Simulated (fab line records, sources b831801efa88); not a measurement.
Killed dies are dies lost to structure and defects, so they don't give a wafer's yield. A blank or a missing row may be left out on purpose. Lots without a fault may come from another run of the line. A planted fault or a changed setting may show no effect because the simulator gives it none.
Which tool did it? | flow sky130 | 14 lots, 42 wafers sampled, at 4 steps of a route of 708

WHAT THE GAUGES READ, wafer by wafer
SKY_METAL2_CD_MEAS_15: target cd 140 nm.
lot  | measured     | on        | cd_nm (nm)
L277 | day 35 03:02 | cd_sem-01 | 138.7 139.6 139.5
L278 | day 35 17:32 | cd_sem-02 | 139.3 138.9 139.9
L282 | day 37 03:16 | cd_sem-02 | 138.0 136.9 136.7
L279 | day 38 08:02 | cd_sem-01 | 140.2 140.9 140.1
L281 | day 38 19:20 | cd_sem-01 | 138.7 138.5 139.9
L290 | day 39 12:26 | cd_sem-01 | 138.7 138.7 139.8
L291 | day 40 12:37 | cd_sem-01 | 141.8 140.7 140.7
L292 | day 40 13:01 | cd_sem-01 | 140.6 139.6 139.3
L288 | day 41 02:37 | cd_sem-02 | 137.8 140.3 137.8
L294 | day 41 15:55 | cd_sem-02 | 141.9 141.7 143.4
L296 | day 41 16:58 | cd_sem-01 | 136.9 138.3 137.2
L295 | day 41 16:04 | cd_sem-02 | 137.6 139.7 138.0
L298 | day 41 17:29 | cd_sem-01 | 138.9 140.6 139.1
L299 | day 42 13:58 | cd_sem-01 | 137.8 138.2 138.3

WHICH TOOL RAN EACH LOT (tool, then ch and the chambers of the sampled wafers, then the start)
lot  | SKY_GATE_OXIDE_OXIDATION_01   | SKY_METAL1_SPUTTER_02        | SKY_METAL2_SPUTTER_01
L277 | furnace-02 ch 0, day 12 18:01 | pvd_sputter-03, day 31 14:37 | pvd_sputter-03, day 33 23:55
L278 | furnace-01 ch 0, day 13 01:34 | pvd_sputter-03, day 32 05:32 | pvd_sputter-03, day 34 15:07
L282 | furnace-01 ch 0, day 14 12:49 | pvd_sputter-02, day 33 16:43 | pvd_sputter-03, day 36 01:38
L279 | furnace-01 ch 0, day 15 17:49 | pvd_sputter-03, day 34 21:07 | pvd_sputter-01, day 37 05:56
L281 | furnace-01 ch 0, day 16 14:10 | pvd_sputter-02, day 35 08:19 | pvd_sputter-01, day 37 16:47
L290 | furnace-02 ch 0, day 17 07:42 | pvd_sputter-02, day 36 03:58 | pvd_sputter-03, day 38 11:10
L291 | furnace-02 ch 0, day 17 07:42 | pvd_sputter-04, day 37 04:38 | pvd_sputter-02, day 39 11:37
L292 | furnace-01 ch 0, day 17 14:55 | pvd_sputter-02, day 37 05:11 | pvd_sputter-01, day 39 11:53
L288 | furnace-01 ch 0, day 19 01:16 | pvd_sputter-04, day 37 17:43 | pvd_sputter-03, day 40 00:20
L294 | furnace-02 ch 0, day 19 13:34 | pvd_sputter-04, day 38 10:53 | pvd_sputter-02, day 40 15:34
L296 | furnace-02 ch 0, day 20 00:26 | pvd_sputter-04, day 38 11:29 | pvd_sputter-03, day 40 16:41
L295 | furnace-01 ch 0, day 20 02:53 | pvd_sputter-03, day 38 10:54 | pvd_sputter-03, day 40 15:50
L298 | furnace-01 ch 0, day 20 04:17 | pvd_sputter-02, day 38 12:23 | pvd_sputter-01, day 40 17:17
L299 | furnace-01 ch 0, day 20 17:31 | pvd_sputter-02, day 39 09:46 | pvd_sputter-02, day 41 14:07
- SKY_GATE_OXIDE_OXIDATION_01: stabilise 600 s, purge 300 s, target thk 10.268 nm.
- SKY_METAL1_SPUTTER_02: material AlCu, target thk 250 nm, time 13.86 s.
- SKY_METAL2_SPUTTER_01: material TiN, target thk 20 nm, time 16.7 s.

WHAT THE TOOLS THEMSELVES READ (means of the sampled wafers that have a number; where no wafer has one, the mark that the record gives instead)
SKY_GATE_OXIDE_OXIDATION_01.
lot  | tool       | spike_tc_bottom_C (C) | spike_tc_lower_C (C)
L277 | furnace-02 | 908                   | 902.8
L278 | furnace-01 | 915                   | 901.7
L282 | furnace-01 | 915                   | 901.6
L279 | furnace-01 | 915                   | 901.4
L281 | furnace-01 | 914                   | 901.3
L290 | furnace-02 | 908                   | 902.3
L291 | furnace-02 | 909                   | 902.9
L292 | furnace-01 | 914                   | 900.7
L288 | furnace-01 | 914                   | 901.6
L294 | furnace-02 | 909                   | 902.3
L296 | furnace-02 | 909                   | 903.1
L295 | furnace-01 | 914                   | 900.6
L298 | furnace-01 | 915                   | 901.0
L299 | furnace-01 | 914                   | 900.9

SKY_METAL1_SPUTTER_02.
lot  | tool           | throttle_valve_pct (%)
L277 | pvd_sputter-03 | 30.0
L278 | pvd_sputter-03 | 30.5
L282 | pvd_sputter-02 | 29.7
L279 | pvd_sputter-03 | 30.3
L281 | pvd_sputter-02 | 29.7
L290 | pvd_sputter-02 | 28.9
L291 | pvd_sputter-04 | 29.6
L292 | pvd_sputter-02 | 29.6
L288 | pvd_sputter-04 | 30.4
L294 | pvd_sputter-04 | 30.7
L296 | pvd_sputter-04 | 31.0
L295 | pvd_sputter-03 | 30.7
L298 | pvd_sputter-02 | 29.7
L299 | pvd_sputter-02 | 29.2

SKY_METAL2_SPUTTER_01.
lot  | tool           | throttle_valve_pct (%)
L277 | pvd_sputter-03 | 30.4
L278 | pvd_sputter-03 | 30.3
L282 | pvd_sputter-03 | 30.1
L279 | pvd_sputter-01 | 29.4
L281 | pvd_sputter-01 | 28.5
L290 | pvd_sputter-03 | 30.7
L291 | pvd_sputter-02 | 29.1
L292 | pvd_sputter-01 | 28.6
L288 | pvd_sputter-03 | 30.3
L294 | pvd_sputter-02 | 29.1
L296 | pvd_sputter-03 | 29.8
L295 | pvd_sputter-03 | 30.8
L298 | pvd_sputter-01 | 29.5
L299 | pvd_sputter-02 | 29.7

THE ANSWER, worked out from the rows above alone
Rule: what is usual is taken from the lots themselves. Put in order of their means at a reading, lots are off if they are a third of the lots or fewer, leave a main group of 4 or more, and stand apart from it by a gap of 3 or more times the standard deviation of the main group's means; of several such gaps the widest counts. A main group whose means are all the same, to the digits that the tables above print for the reading, isn't used. A lot without any number at a reading at which 4 lots or more have one is off too. The other lots that the step has rows for count as sound. The gauges are gone through in route order, then the tools' own readings, and for those a lot's mean is taken as printed above. The first step at which some lot is off is used, and at that step the reading that is off furthest; a lot without a number counts as furthest.
No lot is off at any reading shown: from this, nothing can be told.

WHAT THE SIMULATOR HAD PUT IN
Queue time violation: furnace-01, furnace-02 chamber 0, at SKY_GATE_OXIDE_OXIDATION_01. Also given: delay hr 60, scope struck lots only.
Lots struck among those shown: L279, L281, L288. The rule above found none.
